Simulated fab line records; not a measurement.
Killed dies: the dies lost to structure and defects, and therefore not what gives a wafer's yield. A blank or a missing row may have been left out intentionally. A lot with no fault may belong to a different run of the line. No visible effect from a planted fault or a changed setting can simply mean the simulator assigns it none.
fab line records -- flow sky130
record lots=6, wafers=18, last-day=50
route steps=708 shown PWDE@48 NWELL@56 VT_ADJUST_HVTP@85 PAD_OPEN@708
lots untouched by any fault: they come from a run of this same line in which no faults occurred
start-h: the number of hours between the record's first day and the start of the first shown wafer of the lot -- wait-h: hours from the lot's prior step to this one -- " the same as in the row above -- L1.1+2: one row covering several wafers at once -- - value missing, or start not given -- * or withheld: withheld -- < > ~ a bound
route shown NAME@n: NAME is a module with steps in the file, n the number in the route of the first one -- usual: mean/standard deviation of fault-free wafers -- same: alike in all rows -- chamber/n: place in a boat -- sites: per-site readings -- _std_site: the values' standard deviation -- _edge_site: outer sites' mean less inner sites' -- radius-mm: how far each site lies from the wafer's centre -- mask NAME#n: copy n -- behind: the most recent tool/chamber to have shaped the wafer -- hold: reason for holding the lot/hours on hold/outcome of the hold -- device: names the non-switching transistor (n, p or np) -- end of line: the route-end tests of the same wafers -- step lacking rows: just its recipe -- killed: not the wafer's yield, but the dies lost to structure and defects at the first sort -- map: shows each die of a wafer: x if killed, . if not, _ if none is there
set.NAME: setting as actually run; set.NAME@STEP: the setting as run at that earlier step -- model.NAME: the simulator's own value behind a step, which no gauge read
certain route steps with their lots: each step a table, each wafer a row
services: from which hour (start-h, from the record's first day; less than 0 if before it) a tool's chamber was out of use, for how many hours, and why
## steps
# step SKY_PWDE_SOFTBAKE_03
# recipe temp-c=110, time-s=withheld
# step SKY_PWDE_EXPOSE_04
# recipe mask-id=PWDEM, na=0.6, source-shape=conventional, sigma-outer=0.6, polarization=unpolarized, target-cd-nm=840, dose-mj=214
# step SKY_PWDE_PEB_05
# recipe temp-c=115, time-s=withheld
# step SKY_PWDE_DEVELOP_06
# recipe wall-angle-deg=90, developer=TMAH, develop-time-s=60, dev-temp-c=23
# step SKY_PWDE_OVL_MEAS_07
# usual PWDE_OVL=0.4/1.6
lot.wafer,tool,chamber,start-h,wait-h,PWDE_OVL[nm]
L171.1,overlay-02,-,75.58,-,1.4
L171.4,overlay-02,-,75.58,-,0.7
L171.6,overlay-02,-,75.58,-,1.4
L174.1,overlay-01,-,91.11,-,-2.3
L174.3,overlay-01,-,91.11,-,-1.0
L174.4,overlay-01,-,91.11,-,-1.9
L176.4,overlay-02,-,104.09,-,3.5
L176.5,overlay-02,-,104.09,-,1.6
L176.6,overlay-02,-,104.09,-,1.6
L182.1,overlay-02,-,138.18,-,3.8
L182.3,overlay-02,-,138.18,-,2.1
L182.5,overlay-02,-,138.18,-,2.6
L183.1,overlay-01,-,143.43,-,-1.6
L183.3,overlay-01,-,143.43,-,0.2
L183.6,overlay-01,-,143.43,-,-0.2
L193.2,overlay-01,-,196.72,-,-2.4
L193.4,overlay-01,-,196.72,-,-2.5
L193.5,overlay-01,-,196.72,-,-2.2
# step SKY_PWDE_IMPLANT_08
# recipe species=B, energy-kev=150, dose-cm2=3.6e+12, tilt-deg=withheld
# step SKY_PWDE_STRIP_09
# recipe chemistry=O2/N2, power-w=1400, pressure-mtorr=1500, platen-temp-c=withheld, o2-flow-sccm=3000, n2-flow-sccm=300, overash-fraction=0.5
# usual drypump-motor-current-A=5.9/0.48, oes-product-au=0.723/0.0044, strip-time-to-endpoint-s=36.90/0.098
lot.wafer,tool,chamber,start-h,wait-h,drypump-motor-current-A,oes-product-au,rf-hours-counter-h,strip-time-to-endpoint-s
L171.1,plasma-asher-02,1,75.76,0.1,5.4,0.723,35,37.16
L171.4,plasma-asher-02,0,75.76,0.1,6.3,0.725,-,37.15
L171.6,plasma-asher-02,1,75.76,0.1,5.3,0.725,-,36.94
L174.1,plasma-asher-02,0,91.30,0.1,6.3,0.713,37,37.01
L174.3,plasma-asher-02,0,91.30,0.1,6.3,0.724,-,36.88
L174.4,plasma-asher-02,1,91.30,0.1,5.4,0.727,-,36.97
L176.4,plasma-asher-01,0,104.29,0.1,5.5,0.712,-,36.99
L176.5,plasma-asher-01,1,104.29,0.1,6.0,0.711,-,36.84
L176.6,plasma-asher-01,0,104.29,0.1,5.6,0.722,-,36.88
L182.1,plasma-asher-02,0,138.36,0.1,6.2,0.719,41,36.97
L182.3,plasma-asher-02,0,138.36,0.1,6.2,0.722,-,36.78
L182.5,plasma-asher-02,1,138.36,0.1,5.4,0.724,-,36.94
L183.1,plasma-asher-01,1,143.61,0.1,6.0,0.723,47,36.80
L183.3,plasma-asher-01,1,143.61,0.1,6.0,0.724,-,36.85
L183.6,plasma-asher-01,0,143.61,0.1,5.6,0.717,-,36.78
L193.2,plasma-asher-03,0,196.90,0.1,5.4,0.722,8,36.93
L193.4,plasma-asher-03,1,196.90,0.1,6.6,0.714,-,36.97
L193.5,plasma-asher-03,0,196.90,0.1,5.4,0.723,-,36.96
# step SKY_PWDE_TW_MEAS_10
# usual PWDE_TW=375.3/2.2
lot.wafer,tool,chamber,start-h,wait-h,PWDE_TW
L171.1,film-metro-03,-,75.86,0.1,371.5
L171.4,film-metro-03,-,75.86,0.1,372.2
L171.6,film-metro-03,-,75.86,0.1,374.2
L174.1,film-metro-03,-,91.40,0.1,373.5
L174.3,film-metro-03,-,91.40,0.1,374.1
L174.4,film-metro-03,-,91.40,0.1,371.3
L176.4,film-metro-02,-,104.39,0.1,375.0
L176.5,film-metro-02,-,104.39,0.1,373.4
L176.6,film-metro-02,-,104.39,0.1,375.9
L182.1,film-metro-02,-,138.46,0.1,380.7
L182.3,film-metro-02,-,138.46,0.1,378.5
L182.5,film-metro-02,-,138.46,0.1,378.4
L183.1,film-metro-03,-,143.71,0.1,375.7
L183.3,film-metro-03,-,143.71,0.1,373.3
L183.6,film-metro-03,-,143.71,0.1,372.8
L193.2,film-metro-03,-,197.01,0.1,376.0
L193.4,film-metro-03,-,197.01,0.1,376.0
L193.5,film-metro-03,-,197.01,0.1,374.4
# step SKY_NWELL_DEHYDRATE_03
# recipe temp-c=200, time-s=60
# step SKY_NWELL_HMDS_04
# recipe prime-time-s=60, prime-temp-c=120
# step SKY_NWELL_COAT_05
# recipe spin-rpm=2000, resist-thk-nm=3000
# step SKY_NWELL_SOFTBAKE_06
# recipe temp-c=110, time-s=withheld
# step SKY_NWELL_EXPOSE_07
# recipe mask-id=NWM, na=0.6, source-shape=conventional, sigma-outer=0.6, polarization=unpolarized, target-cd-nm=840, dose-mj=255
lot.wafer,tool,chamber,start-h,wait-h,mask
L171.1+4+6,iline-stepper-01,0,84.75,-,NWM#0
L174.1+3+4,iline-stepper-01,0,100.23,-,NWM#0
L176.4+5+6,iline-stepper-01,0,113.41,-,NWM#0
L182.1+3+5,iline-stepper-02,0,147.99,-,NWM#0
L183.1+3+6,iline-stepper-02,0,153.58,-,NWM#0
L193.2+4+5,iline-stepper-01,0,207.97,-,NWM#0
# step SKY_NWELL_PEB_08
# recipe temp-c=115, time-s=withheld
# step SKY_NWELL_DEVELOP_09
# recipe wall-angle-deg=90, developer=TMAH, develop-time-s=60, dev-temp-c=23
# step SKY_NWELL_OVL_MEAS_10
# usual NWELL_00_OVL=0.2/1.4
lot.wafer,tool,chamber,start-h,wait-h,NWELL_00_OVL[nm]
L171.1,overlay-01,-,92.59,-,0.4
L171.4,overlay-01,-,92.59,-,-1.2
L171.6,overlay-01,-,92.59,-,-1.2
L174.1,overlay-02,-,109.27,-,-0.4
L174.3,overlay-02,-,109.27,-,0.2
L174.4,overlay-02,-,109.27,-,1.7
L176.4,overlay-01,-,122.45,-,2.1
L176.5,overlay-01,-,122.45,-,1.3
L176.6,overlay-01,-,122.45,-,0.8
L182.1,overlay-02,-,158.09,-,2.0
L182.3,overlay-02,-,158.09,-,0.1
L182.5,overlay-02,-,158.09,-,2.0
L183.1,overlay-02,-,162.67,-,0.7
L183.3,overlay-02,-,162.67,-,-0.1
L183.6,overlay-02,-,162.67,-,0.8
L193.2,overlay-02,-,218.59,-,2.9
L193.4,overlay-02,-,218.59,-,1.7
L193.5,overlay-02,-,218.59,-,0.6
# step SKY_NWELL_IMPLANT_11
# recipe species=P, energy-kev=400, dose-cm2=1.9e+13, tilt-deg=withheld
# step SKY_NWELL_IMPLANT_12
# recipe species=P, energy-kev=120, dose-cm2=1.3e+12, tilt-deg=withheld
# step SKY_NWELL_IMPLANT_13
# recipe species=P, energy-kev=50, dose-cm2=7e+11, tilt-deg=withheld
# step SKY_NWELL_STRIP_14
# recipe chemistry=O2/N2, power-w=1400, pressure-mtorr=1500, platen-temp-c=withheld, o2-flow-sccm=3000, n2-flow-sccm=300, overash-fraction=0.5
# usual drypump-motor-current-A=5.7/0.44, oes-product-au=0.723/0.0043, strip-time-to-endpoint-s=36.89/0.087
lot.wafer,tool,chamber,start-h,wait-h,drypump-motor-current-A,oes-product-au,rf-hours-counter-h,strip-time-to-endpoint-s
L171.1,plasma-asher-04,0,93.07,0.1,5.3,0.720,31,36.86
L171.4,plasma-asher-04,0,93.07,0.1,5.3,0.728,-,37.01
L171.6,plasma-asher-04,1,93.07,0.1,5.8,0.728,-,36.95
L174.1,plasma-asher-02,0,109.76,0.1,6.2,0.728,38,36.70
L174.3,plasma-asher-02,0,109.76,0.1,6.3,0.713,-,36.77
L174.4,plasma-asher-02,1,109.76,0.1,5.4,0.721,-,36.85
L176.4,plasma-asher-02,0,122.95,0.1,6.2,0.726,-,36.87
L176.5,plasma-asher-02,1,122.95,0.1,5.4,0.723,-,36.78
L176.6,plasma-asher-02,0,122.95,0.1,6.3,0.720,-,36.76
L182.1,plasma-asher-04,0,158.57,0.1,5.3,0.724,37,36.88
L182.3,plasma-asher-04,0,158.57,0.1,5.3,0.729,-,36.91
L182.5,plasma-asher-04,0,158.57,0.1,5.3,0.715,-,36.84
L183.1,plasma-asher-02,1,163.16,0.1,5.4,0.728,44,36.85
L183.3,plasma-asher-02,1,163.16,0.1,5.4,0.733,-,36.85
L183.6,plasma-asher-02,0,163.16,0.1,6.2,0.719,-,36.80
L193.2,plasma-asher-02,0,219.07,0.1,6.3,0.720,50,36.97
L193.4,plasma-asher-02,1,219.07,0.1,5.4,0.722,-,36.82
L193.5,plasma-asher-02,0,219.07,0.1,6.2,0.721,-,36.86
# step SKY_NWELL_TW_MEAS_15
# usual NWELL_TW=1831/9.6
lot.wafer,tool,chamber,start-h,wait-h,NWELL_TW
L171.1,film-metro-04,-,93.17,0.1,1833
L171.4,film-metro-04,-,93.17,0.1,1848
L171.6,film-metro-04,-,93.17,0.1,1846
L174.1,film-metro-04,-,109.86,0.1,1835
L174.3,film-metro-04,-,109.86,0.1,1836
L174.4,film-metro-04,-,109.86,0.1,1840
L176.4,film-metro-02,-,123.04,0.1,1848
L176.5,film-metro-02,-,123.04,0.1,1849
L176.6,film-metro-02,-,123.04,0.1,1846
L182.1,film-metro-03,-,158.67,0.1,1828
L182.3,film-metro-03,-,158.67,0.1,1825
L182.5,film-metro-03,-,158.67,0.1,1829
L183.1,film-metro-03,-,163.26,0.1,1834
L183.3,film-metro-03,-,163.26,0.1,1829
L183.6,film-metro-03,-,163.26,0.1,1838
L193.2,film-metro-04,-,219.18,0.1,1845
L193.4,film-metro-04,-,219.18,0.1,1834
L193.5,film-metro-04,-,219.18,0.1,1849
# step SKY_NWELL_DEHYDRATE_16
# recipe temp-c=200, time-s=60
# step SKY_NWELL_HMDS_17
# recipe prime-time-s=60, prime-temp-c=120
# step SKY_NWELL_COAT_18
# recipe spin-rpm=2000, resist-thk-nm=3000
# step SKY_NWELL_SOFTBAKE_19
# recipe temp-c=110, time-s=withheld
# step SKY_NWELL_EXPOSE_20
# recipe mask-id=NWM_COMPLEMENT, na=0.6, source-shape=conventional, sigma-outer=0.6, polarization=unpolarized, target-cd-nm=840, dose-mj=260
# step SKY_NWELL_PEB_21
# recipe temp-c=115, time-s=withheld
# step SKY_NWELL_DEVELOP_22
# recipe wall-angle-deg=90, developer=TMAH, develop-time-s=60, dev-temp-c=23
# step SKY_NWELL_OVL_MEAS_23
# usual NWELL_01_OVL=0.6/1.2
lot.wafer,tool,chamber,start-h,wait-h,NWELL_01_OVL[nm]
L171.1,overlay-02,-,110.62,-,1.9
L171.4,overlay-02,-,110.62,-,2.4
L171.6,overlay-02,-,110.62,-,0.6
L174.1,overlay-02,-,127.59,-,0.8
L174.3,overlay-02,-,127.59,-,2.1
L174.4,overlay-02,-,127.59,-,1.5
L176.4,overlay-01,-,141.54,-,2.2
L176.5,overlay-01,-,141.54,-,1.1
L176.6,overlay-01,-,141.54,-,1.8
L182.1,overlay-02,-,179.02,-,1.2
L182.3,overlay-02,-,179.02,-,1.2
L182.5,overlay-02,-,179.02,-,1.5
L183.1,overlay-02,-,183.72,-,1.0
L183.3,overlay-02,-,183.72,-,-0.2
L183.6,overlay-02,-,183.72,-,2.5
L193.2,overlay-01,-,240.58,-,0.6
L193.4,overlay-01,-,240.58,-,0.2
L193.5,overlay-01,-,240.58,-,0.6
# step SKY_NWELL_IMPLANT_24
# recipe species=B, energy-kev=140, dose-cm2=9.2e+12, tilt-deg=withheld
# step SKY_NWELL_STRIP_25
# recipe chemistry=O2/N2, power-w=1400, pressure-mtorr=1500, platen-temp-c=withheld, o2-flow-sccm=3000, n2-flow-sccm=300, overash-fraction=0.5
# usual drypump-motor-current-A=5.8/0.46, oes-product-au=0.722/0.0049, strip-time-to-endpoint-s=36.88/0.1
lot.wafer,tool,chamber,start-h,wait-h,drypump-motor-current-A,oes-product-au,rf-hours-counter-h,strip-time-to-endpoint-s
L171.1,plasma-asher-04,1,110.81,0.1,5.8,0.716,32,36.91
L171.4,plasma-asher-04,0,110.81,0.1,5.3,0.722,-,37.06
L171.6,plasma-asher-04,0,110.81,0.1,5.3,0.728,-,36.85
L174.1,plasma-asher-03,1,127.77,0.1,6.6,0.726,1,36.81
L174.3,plasma-asher-03,0,127.77,0.1,5.4,0.715,-,36.83
L174.4,plasma-asher-03,1,127.77,0.1,6.6,0.733,-,36.80
L176.4,plasma-asher-04,1,141.74,0.1,5.8,0.719,-,36.89
L176.5,plasma-asher-04,0,141.74,0.1,5.4,0.719,-,36.86
L176.6,plasma-asher-04,1,141.74,0.1,5.8,0.729,-,36.84
L182.1,plasma-asher-03,1,179.21,0.1,6.6,0.724,6,36.80
L182.3,plasma-asher-03,1,179.21,0.1,6.6,0.721,-,36.94
L182.5,plasma-asher-03,0,179.21,0.1,5.4,0.718,-,36.84
L183.1,plasma-asher-04,0,183.91,0.1,5.3,0.723,40,36.62
L183.3,plasma-asher-04,1,183.91,0.1,5.8,0.730,-,36.77
L183.6,plasma-asher-04,1,183.91,0.1,5.8,0.732,-,36.81
L193.2,plasma-asher-03,1,240.76,0.1,6.5,0.717,10,36.82
L193.4,plasma-asher-03,1,240.76,0.1,6.6,0.724,-,36.73
L193.5,plasma-asher-03,1,240.76,0.1,6.5,0.727,-,36.69
# step SKY_NWELL_TW_MEAS_26
# usual NWELL_2_TW=499.4/2.6
lot.wafer,tool,chamber,start-h,wait-h,NWELL_2_TW
L171.1,film-metro-04,-,110.91,0.1,501.6
L171.4,film-metro-04,-,110.91,0.1,496.9
L171.6,film-metro-04,-,110.91,0.1,498.7
L174.1,film-metro-02,-,127.87,0.1,504.0
L174.3,film-metro-02,-,127.87,0.1,503.0
L174.4,film-metro-02,-,127.87,0.1,504.7
L176.4,film-metro-04,-,141.84,0.1,497.7
L176.5,film-metro-04,-,141.84,0.1,497.0
L176.6,film-metro-04,-,141.84,0.1,499.4
L182.1,film-metro-02,-,179.31,0.1,505.4
L182.3,film-metro-02,-,179.31,0.1,504.1
L182.5,film-metro-02,-,179.31,0.1,501.0
L183.1,film-metro-02,-,184.01,0.1,504.3
L183.3,film-metro-02,-,184.01,0.1,503.5
L183.6,film-metro-02,-,184.01,0.1,502.3
L193.2,film-metro-02,-,240.87,0.1,497.1
L193.4,film-metro-02,-,240.87,0.1,496.3
L193.5,film-metro-02,-,240.87,0.1,496.5
# step SKY_NWELL_CLEAN_27
# recipe chemistry=SC1/SC2, mix=1:4:20, temp-c=70, time-s=150, dry=n2-spin
# step SKY_NWELL_RTA_28
# recipe temp-c=1050, time-s=30, idle-temp-c=650, ramp-up-c-per-s=150, ramp-down-c-per-s=90, ambient=N2
# usual chamber-o2-ppm=1.999/0.021, lamp-power-pct=25.31/0.05, wafer_temp_C_max=1054.7/0.87
lot.wafer,tool,chamber,start-h,wait-h,chamber-o2-ppm,lamp-power-pct,wafer_temp_C_max
L171.1,rtp-anneal-01,0,111.03,0.0,1.975,25.34,1056.3
L171.4,rtp-anneal-01,0,111.03,0.0,2.001,25.26,1054.0
L171.6,rtp-anneal-01,0,111.03,0.0,2.018,25.30,1054.5
L174.1,rtp-anneal-02,0,127.99,0.0,1.974,25.24,1054.2
L174.3,rtp-anneal-02,0,127.99,0.0,1.988,25.26,1052.9
L174.4,rtp-anneal-02,0,127.99,0.0,2.025,25.34,1054.2
L176.4,rtp-anneal-01,0,141.97,0.1,1.980,25.41,1056.7
L176.5,rtp-anneal-01,0,141.97,0.1,1.976,25.23,1055.3
L176.6,rtp-anneal-01,0,141.97,0.1,1.991,25.31,1054.2
L182.1,rtp-anneal-01,0,179.42,0.0,2.004,25.31,1054.3
L182.3,rtp-anneal-01,0,179.42,0.0,1.978,25.24,1053.8
L182.5,rtp-anneal-01,0,179.42,0.0,2.002,25.29,1055.0
L183.1,rtp-anneal-02,0,184.12,0.0,1.985,25.27,1053.6
L183.3,rtp-anneal-02,0,184.12,0.0,1.965,25.17,1054.7
L183.6,rtp-anneal-02,0,184.12,0.0,1.982,25.31,1054.9
L193.2,rtp-anneal-01,0,240.99,0.0,1.987,25.23,1054.3
L193.4,rtp-anneal-01,0,240.99,0.0,1.998,25.30,1053.9
L193.5,rtp-anneal-01,0,240.99,0.0,1.981,25.33,1054.1
# step SKY_NWELL_RS_MEAS_29
# recipe thk-meas-gauge=four-point-probe
# usual NWELL_RS=624.1/1.3
lot.wafer,tool,chamber,start-h,wait-h,NWELL_RS[ohm/sq]
L171.1,film-metro-03,-,111.13,0.1,624.6
L171.4,film-metro-03,-,111.13,0.1,622.9
L171.6,film-metro-03,-,111.13,0.1,625.9
L174.1,film-metro-04,-,128.09,0.1,625.2
L174.3,film-metro-04,-,128.09,0.1,624.0
L174.4,film-metro-04,-,128.09,0.1,622.8
L176.4,film-metro-02,-,142.08,0.1,624.6
L176.5,film-metro-02,-,142.08,0.1,627.6
L176.6,film-metro-02,-,142.08,0.1,625.6
L182.1,film-metro-02,-,179.52,0.1,623.2
L182.3,film-metro-02,-,179.52,0.1,623.7
L182.5,film-metro-02,-,179.52,0.1,624.4
L183.1,film-metro-03,-,184.22,0.1,625.9
L183.3,film-metro-03,-,184.22,0.1,625.9
L183.6,film-metro-03,-,184.22,0.1,624.2
L193.2,film-metro-04,-,241.09,0.1,621.2
L193.4,film-metro-04,-,241.09,0.1,623.9
L193.5,film-metro-04,-,241.09,0.1,622.4
# step SKY_NWELL_RS_MEAS_31
# recipe thk-meas-gauge=four-point-probe
# usual PWDE_RS=5275/17
lot.wafer,tool,chamber,start-h,wait-h,PWDE_RS[ohm/sq]
L171.1,film-metro-03,-,111.37,0.1,5272
L171.4,film-metro-03,-,111.37,0.1,5268
L171.6,film-metro-03,-,111.37,0.1,5268
L174.1,film-metro-04,-,128.33,0.1,5287
L174.3,film-metro-04,-,128.33,0.1,5281
L174.4,film-metro-04,-,128.33,0.1,5282
L176.4,film-metro-02,-,142.32,0.1,5263
L176.5,film-metro-02,-,142.32,0.1,5277
L176.6,film-metro-02,-,142.32,0.1,5266
L182.1,film-metro-02,-,179.76,0.1,5259
L182.3,film-metro-02,-,179.76,0.1,5285
L182.5,film-metro-02,-,179.76,0.1,5290
L183.1,film-metro-03,-,184.46,0.1,5280
L183.3,film-metro-03,-,184.46,0.1,5269
L183.6,film-metro-03,-,184.46,0.1,5283
L193.2,film-metro-04,-,241.33,0.1,5309
L193.4,film-metro-04,-,241.33,0.1,5270
L193.5,film-metro-04,-,241.33,0.1,5276
# step SKY_VT_ADJUST_HVTP_DEHYDRATE_00
# recipe temp-c=200, time-s=60
# step SKY_VT_ADJUST_HVTP_HMDS_01
# recipe prime-time-s=60, prime-temp-c=120
# step SKY_VT_ADJUST_HVTP_COAT_02
# recipe resist=NOVOLAK, spin-rpm=3000, resist-thk-nm=1140
# step SKY_VT_ADJUST_HVTP_SOFTBAKE_03
# recipe temp-c=90, time-s=60, resist=NOVOLAK
# step SKY_VT_ADJUST_HVTP_EXPOSE_04
# recipe mask-id=HVTPM, na=0.6, source-shape=conventional, sigma-outer=0.6, polarization=unpolarized, target-cd-nm=380, dose-mj=140
# step SKY_PAD_OPEN_PROBE_99
# usual killed_at_M0_to_M3=43/7.3, killed_at_M4_up=3.2/1.8, killed-at-contacts=24/5.8, killed-at-front-end=16/4.5, killed-at-other=0.3/0.53, killed-dies=87/9.9, killed-open=48/6.8, killed-short=39/6.9
# same gross-dies=492, killed-at-back-side=0
lot.wafer,tool,chamber,start-h,wait-h,killed_at_M0_to_M3,killed_at_M4_up,killed-at-contacts,killed-at-front-end,killed-at-other,killed-dies,killed-open,killed-short,model.etest.pfet_16v.r-on-ohm-um,model.etest.res-nwell.line-ohm-um,model.etest.res-nwell.width-nm,model.etest.res-iso-pwell.width-nm,model.etest.pfet_16v.drive-ua-um
L171.1,prober-02,-,1079.44,0.1,38,2,16,24,2,82,39,43,1.543e+04,1244,842.6,2638,238.9
L171.4,prober-02,-,1079.59,0.2,38,2,37,9,0,86,48,38,1.549e+04,1245,839.6,2633,236.5
L171.6,prober-02,-,1079.69,0.2,28,2,25,14,0,69,43,26,1.542e+04,1242,839.1,2652,238.8
L174.1,prober-02,-,1100.81,0.1,53,2,19,15,0,89,48,41,1.585e+04,1066,910.9,2608,238.5
L174.3,prober-02,-,1100.91,0.2,50,6,23,26,0,105,46,59,1.549e+04,1150,841.9,2641,245.5
L174.4,prober-02,-,1100.96,0.2,52,2,24,16,0,94,51,43,1.53e+04,1128,843.9,2647,249.6
L176.4,prober-01,-,1109.34,0.2,37,3,31,12,0,83,48,35,1.521e+04,1214,840.3,2625,238.9
L176.5,prober-01,-,1109.39,0.2,33,4,21,26,0,84,51,33,1.58e+04,1137,898.2,2598,228.5
L176.6,prober-01,-,1109.44,0.2,42,7,21,9,0,79,42,37,1.549e+04,1242,833.1,2654,236.3
L182.1,prober-02,-,1142.88,0.1,34,2,24,25,0,85,48,37,1.522e+04,1049,847.6,2645,246.6
L182.3,prober-02,-,1142.98,0.2,43,3,28,16,1,91,51,40,1.504e+04,1044,844.5,2629,250.4
L182.5,prober-02,-,1143.08,0.2,45,3,33,10,0,91,57,34,1.502e+04,1015,843.5,2634,244.9
L183.1,prober-02,-,1150.80,0.1,47,4,19,11,0,81,44,37,1.569e+04,1212,837,2645,237
L183.3,prober-02,-,1150.90,0.2,46,2,35,13,1,97,51,46,1.549e+04,1215,833,2650,240
L183.6,prober-02,-,1151.05,0.2,37,4,26,13,0,80,55,25,1.556e+04,1200,831.9,2634,236.2
L193.2,prober-02,-,1193.20,0.1,58,5,33,21,0,117,61,56,1.495e+04,1133,831.6,2650,244.6
L193.4,prober-02,-,1193.30,0.2,42,3,13,17,0,75,49,26,1.545e+04,1181,836.5,2651,240.4
L193.5,prober-02,-,1193.35,0.2,34,3,19,14,0,70,37,33,1.527e+04,1153,839.3,2645,241.6
# killed by level:class
L171.1 VIA2:geometric-particle:open=7 FIELD_ISO:geometric-particle:open=6 FIELD_ISO:geometric-particle:short=6 VIA2:geometric-particle:short=5 POLY_GATE:geometric-particle:short=5 CONTACT:geometric-particle:open=5 METAL1:geometric-particle:short=5 VIA3:geometric-particle:open=5
L171.4 LI_CONTACT:geometric-particle:open=12 VIA1:geometric-particle:open=11 CONTACT:geometric-particle:short=10 CONTACT:geometric-particle:open=9 VIA3:geometric-particle:open=5 VIA2:geometric-particle:short=4 FIELD_ISO:geometric-particle:short=3 LI_CONTACT:geometric-particle:short=3
L171.6 LI_CONTACT:geometric-particle:open=9 CONTACT:geometric-particle:open=6 VIA1:geometric-particle:open=6 VIA2:geometric-particle:open=6 FIELD_ISO:geometric-particle:short=5 METAL2:geometric-particle:short=5 LI_CONTACT:geometric-particle:short=4 CONTACT:geometric-particle:short=4
L174.1 VIA1:geometric-particle:open=10 METAL2:geometric-particle:short=10 LI_CONTACT:geometric-particle:open=9 METAL1:geometric-particle:short=8 VIA2:geometric-particle:open=8 VIA3:geometric-particle:open=6 CONTACT:geometric-particle:open=5 FIELD_ISO:geometric-particle:short=4
L174.3 METAL2:geometric-particle:short=11 FIELD_ISO:geometric-particle:open=8 VIA1:geometric-particle:open=7 LI_CONTACT:geometric-particle:open=7 FIELD_ISO:geometric-particle:short=6 CONTACT:geometric-particle:open=6 VIA2:geometric-particle:open=6 METAL1:geometric-particle:short=5
L174.4 VIA1:geometric-particle:open=14 METAL2:geometric-particle:short=12 CONTACT:geometric-particle:open=7 POLY_GATE:geometric-particle:open=6 LI_CONTACT:geometric-particle:open=6 FIELD_ISO:geometric-particle:short=5 LOCAL_INTERCONNECT:geometric-particle:short=5 VIA1:geometric-particle:short=5
L176.4 CONTACT:geometric-particle:open=11 VIA1:geometric-particle:open=10 LI_CONTACT:geometric-particle:open=9 CONTACT:geometric-particle:short=6 VIA2:geometric-particle:open=5 FIELD_ISO:geometric-particle:short=4 FIELD_ISO:geometric-particle:open=4 VIA1:geometric-particle:short=4
L176.5 VIA1:geometric-particle:open=11 FIELD_ISO:geometric-particle:open=10 CONTACT:geometric-particle:open=9 FIELD_ISO:geometric-particle:short=8 VIA2:geometric-particle:open=7 VIA3:geometric-particle:open=6 LOCAL_INTERCONNECT:geometric-particle:short=5 POLY_GATE:geometric-particle:short=4
L176.6 CONTACT:geometric-particle:open=10 VIA1:geometric-particle:open=10 VIA2:geometric-particle:open=6 VIA3:geometric-particle:open=5 METAL1:geometric-particle:short=5 METAL4:geometric-particle:short=5 FIELD_ISO:geometric-particle:short=4 METAL2:geometric-particle:short=4
L182.1 CONTACT:geometric-particle:open=13 VIA1:geometric-particle:open=9 POLY_GATE:geometric-particle:short=7 FIELD_ISO:geometric-particle:open=6 METAL2:geometric-particle:short=6 FIELD_ISO:geometric-particle:short=5 VIA2:geometric-particle:open=4 VIA3:geometric-particle:open=4
L182.3 VIA1:geometric-particle:open=13 CONTACT:geometric-particle:open=12 CONTACT:geometric-particle:short=7 VIA2:geometric-particle:open=7 LI_CONTACT:geometric-particle:open=6 FIELD_ISO:geometric-particle:short=5 POLY_GATE:geometric-particle:short=5 VIA1:geometric-particle:short=5
L182.5 VIA1:geometric-particle:open=16 CONTACT:geometric-particle:open=13 VIA2:geometric-particle:open=8 LI_CONTACT:geometric-particle:short=6 LOCAL_INTERCONNECT:geometric-particle:short=5 CONTACT:geometric-particle:short=5 VIA3:geometric-particle:open=5 LI_CONTACT:geometric-particle:open=4
L183.1 METAL1:geometric-particle:short=9 LI_CONTACT:geometric-particle:open=7 VIA1:geometric-particle:open=7 VIA3:geometric-particle:open=6 METAL2:geometric-particle:short=6 VIA2:geometric-particle:short=4 CONTACT:geometric-particle:open=4 VIA2:geometric-particle:open=4
L183.3 VIA1:geometric-particle:open=17 LI_CONTACT:geometric-particle:open=10 METAL2:geometric-particle:short=10 FIELD_ISO:geometric-particle:short=8 CONTACT:geometric-particle:open=8 LI_CONTACT:geometric-particle:short=6 LOCAL_INTERCONNECT:geometric-particle:short=6 VIA2:geometric-particle:open=5
L183.6 VIA1:geometric-particle:open=13 CONTACT:geometric-particle:open=11 VIA2:geometric-particle:open=9 LI_CONTACT:geometric-particle:open=7 FIELD_ISO:geometric-particle:open=6 METAL1:geometric-particle:short=4 LOCAL_INTERCONNECT:geometric-particle:short=3 VIA1:geometric-particle:short=3
L193.2 VIA1:geometric-particle:open=14 METAL2:geometric-particle:short=11 CONTACT:geometric-particle:open=10 LI_CONTACT:geometric-particle:open=9 METAL1:geometric-particle:short=7 POLY_GATE:geometric-particle:open=6 VIA3:geometric-particle:open=6 VIA2:geometric-particle:short=6
L193.4 VIA1:geometric-particle:open=16 POLY_GATE:geometric-particle:open=5 POLY_GATE:geometric-particle:short=5 VIA3:geometric-particle:open=5 CONTACT:geometric-particle:short=4 VIA2:geometric-particle:open=4 FIELD_ISO:geometric-particle:open=3 SPACER:geometric-particle:open=3
L193.5 LI_CONTACT:geometric-particle:open=7 CONTACT:geometric-particle:open=6 METAL2:geometric-particle:short=6 VIA3:geometric-particle:open=6 FIELD_ISO:geometric-particle:short=5 VIA2:geometric-particle:open=5 POLY_GATE:geometric-particle:open=4 METAL1:geometric-particle:short=4
## services
tool,chamber,start-h,hours,kind
plasma-asher-02,-,56.41,4.5,repair
iline-stepper-01,-,58.94,1.7,pm
plasma-asher-03,-,66.34,0.5,repair
plasma-asher-03,-,84.79,0.5,repair
plasma-asher-03,-,108.75,9.0,pm
plasma-asher-03,0,108.75,9.0,vent-cycle
plasma-asher-03,1,108.75,9.0,vent-cycle
plasma-asher-03,0,117.75,-,clean
plasma-asher-03,1,117.75,-,clean
iline-stepper-02,-,118.72,1.7,pm
iline-stepper-02,-,199.82,4.4,pm
plasma-asher-03,-,201.05,3.7,repair
iline-stepper-01,-,205.96,1.6,repair
plasma-asher-03,-,206.60,14.6,pm
iline-stepper-02,-,226.91,17.1,repair
plasma-asher-01,-,229.97,1.5,repair
## key
first-sign none at tools or gauges
model-effect step=SKY_PAD_OPEN_PROBE_99, value=etest.pfet_16v.r-on-ohm-um, without=1.538e+04, struck=1.582e+04
met-at SKY_NWELL_EXPOSE_07
struck-wafers L174.1,L176.5
tester-left-out L174,L176
onset-between 84.75 100.23
fault kind=process-parameter-drift, tool=iline-stepper-01, chamber=-, onset-h=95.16, steps=SKY_NWELL_EXPOSE_07, channel=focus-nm, offset=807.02, shape=step, end-h=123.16, scope=struck-wafers-only
# tester-left-out: of these lots the tester's yield and bins aren't shown, on N5 and GAA mostly nor the transistor test; their killed dies are dies lost to structure and defects alone, not to doping, threshold or leakage, so they don't give the yield
